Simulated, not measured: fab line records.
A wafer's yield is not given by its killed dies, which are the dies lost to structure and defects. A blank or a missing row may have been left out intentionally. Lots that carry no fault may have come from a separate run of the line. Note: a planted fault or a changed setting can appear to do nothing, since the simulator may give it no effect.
Matching of chambers ; flow sky130 ; SKY_FIELD_ISO_ETCH_14 on rie diel-03 has 4 sister chambers
The step etches BARC in N2/H2, stops on SiO2, time 45.9 s, target depth 60 nm. 7 wafers are shown with their chamber, then 7 later ones without.

## WAFERS PAIRED WITH THEIR CHAMBERS
wafer;chamber;drypump motor current A (A);chamber pressure mTorr (mTorr)
L974.1;1;5.84;30.007
L974.4;2;5.44;29.921
L981.1;3;5.94;30.002
L981.3;1;5.88;30.035
L981.6;3;5.88;29.975
L984.1;0;5.61;29.972
L984.4;0;5.64;29.997

## WAFERS WITHOUT THEIR CHAMBER
wafer;drypump motor current A (A);chamber pressure mTorr (mTorr)
L984.6;5.86;30.033
L985.1;5.91;29.986
L985.4;5.86;30.004
L985.6;5.64;29.941
L989.1;5.63;29.992
L989.3;5.86;29.976
L989.6;5.43;30.017

## WHICH CHAMBER EACH WENT THROUGH
wafer;from the rows above;in truth
L984.6;1;1
L985.1;3;3
L985.4;can't be placed: 1 or 3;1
L985.6;0;0
L989.1;0;0
L989.3;can't be placed: 3 or 1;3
L989.6;can't be placed: 2 or 0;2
Correct placement for 4 of the 7. Not placeable from these rows: 3 (in 3, the candidates include the true chamber). Number placed wrongly: 0.
How it was worked out, from the rows above alone: a wafer's distance from a chamber is the root of the sum, over the readings, of the square of ((its reading less the chamber's mean) divided by the reading's scatter). The wafer belongs to the nearest chamber; if the next one is less than 2 further off, it can't be placed. For every chamber, the mean is computed from those of its wafers that are shown. How the scatter is found: for the shown wafers, subtract from each reading the mean of its chamber, square and add these, divide the total by (wafers less chambers), then take the root.
